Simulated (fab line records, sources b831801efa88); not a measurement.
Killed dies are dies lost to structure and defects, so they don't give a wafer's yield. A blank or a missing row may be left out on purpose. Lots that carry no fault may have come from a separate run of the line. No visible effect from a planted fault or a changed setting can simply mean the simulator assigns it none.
A struck lot beside a sound one / flow sky130 / 15 out of 708 route steps
Sound: these wafers, L198.1, L198.2, L198.4. Struck: wafers L194.1, L194.3, L194.4. The cause comes at the end.
For every step that has rows: the tool of each side, followed by ch and its chambers, followed by its first start. Under that, the readings that differ: sound wafers / struck wafers / difference of the means / sigmas: that difference in standard deviations of wafers without a fault.
alike: words and numbers the same on both sides, and readings whose means are apart by under 2 such deviations; not compared: readings that were withheld, readings missing a value for some wafer, numbers with overlapping values and no deviation given by the record, and bounds like >300 which may hide the same value.
Wherever a step has rows on one side only, a row that says differs or no value, or a row with sigmas, the two part there. Non-overlapping numbers with no deviation appear without sigmas and do not part them. A reading missing from all wafers of one side parts the sides only when that side holds two or more wafers.

first, 4 steps without rows for these wafers: SKY_VIA2_SOFTBAKE_08 (time 90 s); SKY_VIA2_EXPOSE_09 (exposes mask VIM2, target cd 200 nm); SKY_VIA2_PEB_10; SKY_VIA2_DEVELOP_11 (develop time 60 s).
SKY_VIA2_CD_MEAS_12 targets a cd of 200 nm.
  sound: cd-sem-02 at day 39 18:56; struck: cd-sem-02 at day 38 22:13
  alike: cd-nm
SKY_VIA2_OVL_MEAS_13:
  sound: overlay-02 at day 39 19:04; struck: overlay-02 at day 38 22:20
  alike: VIA2_OVL
SKY_VIA2_ETCH_14: etches BARC in N2/H2, stops on SiO2, time 45.9 s, target depth 60 nm.
  sound on rie-diel-03 ch 0,2,3, day 39 19:06; struck on rie-diel-01 ch 0,2,3, day 38 22:22
reading=rf-hours-counter-h (h); sound=15 27 12; struck=8 2 1; difference=-14; sigmas=
  alike: drypump-motor-current-A, oes-product-au, throttle-valve-pct
SKY_VIA2_ETCH_15: etches SiO2 in C4F8/O2/Ar, stops on TiN, target depth 546 nm, time 84 s.
  sound on rie-diel-03 ch 0,2,3, day 39 19:08; struck on rie-diel-01 ch 0,2,3, day 38 22:25
reading=rf-hours-counter-h (h); sound=15 27 12; struck=8 2 1; difference=-14; sigmas=
  alike: oes-product-au
SKY_VIA2_STRIP_16: strips in O2/N2.
  sound on plasma-asher-04 ch 0,1, day 39 19:12; struck on plasma-asher-03 ch 0,1, day 38 22:28
  alike: drypump-motor-current-A, oes-product-au, strip-time-to-endpoint-s
  not compared: rf-hours-counter-h
then, 3 steps without rows for these wafers: SKY_VIA2_STRIP_17 (strips in post etch residue remover, time 1200 s); SKY_VIA2_CLEAN_18 (cleans in IPA, time 180 s); SKY_VIA2_CLEAN_19 (cleans in O3/DIW).
SKY_VIA2_SPUTTER_20: material TiN, target thk 20 nm, time 80 s.
  sound: pvd-sputter-01 at day 39 19:48; struck: pvd-sputter-04 at day 38 23:04
  no value came back on the struck wafers for cathode-dc-power-W (W), chamber-pressure-pa (Pa), throttle-valve-pct (%); on the sound wafers cathode-dc-power-W (W) reads 3998.6 4000.3 4001.7
SKY_VIA2_CVD_21: deposits W, target thk 420 nm, time 126.4 s.
  sound on cvd-w-02 ch 0,1, day 39 19:52; struck on cvd-w-01 ch 0,1, day 38 23:08
  alike: heater-power-w
-- the record jumps here: 9 days lie between the struck wafers' starts before and after (it left off in module VIA2 and takes up again in module PAD_OPEN, whose first step shown is number 708 of the route) --
SKY_PAD_OPEN_PROBE_99:
  sound: prober-01 at day 48 12:40; struck: prober-01 at day 47 18:09
reading=defect-limited-yield (%); sound=82.7 80.3 82.5; struck=0 0 0; difference=-82; sigmas=-43
reading=killed_at_M0_to_M3; sound=45 48 41; struck=450 454 452; difference=+407; sigmas=+64
reading=killed-dies; sound=85 97 86; struck=492 492 492; difference=+403; sigmas=+42
reading=killed-on-rim; sound=18 21 17; struck=96 96 96; difference=+77; sigmas=+20
reading=sort_bin_5_function (%); sound=8.7 12.0 11.6; struck=92.1 94.7 93.1; difference=+82.5; sigmas=+52
reading=sort-n-pass; sound=407 395 406; struck=0 0 0; difference=-403; sigmas=-42
reading=sort-yield-pct (%); sound=82.7 80.3 82.5; struck=0 0 0; difference=-82; sigmas=-43
  alike: killed_at_M4_up, killed-at-contacts, killed-at-front-end, killed-at-other, killed-open, killed-short, sort_bin_3_pad_short, sort_bin_6_memory

## WHERE THEY PART
First at SKY_VIA2_SPUTTER_20; last, within this record, at SKY_PAD_OPEN_PROBE_99.

WHY: what the simulator had put in
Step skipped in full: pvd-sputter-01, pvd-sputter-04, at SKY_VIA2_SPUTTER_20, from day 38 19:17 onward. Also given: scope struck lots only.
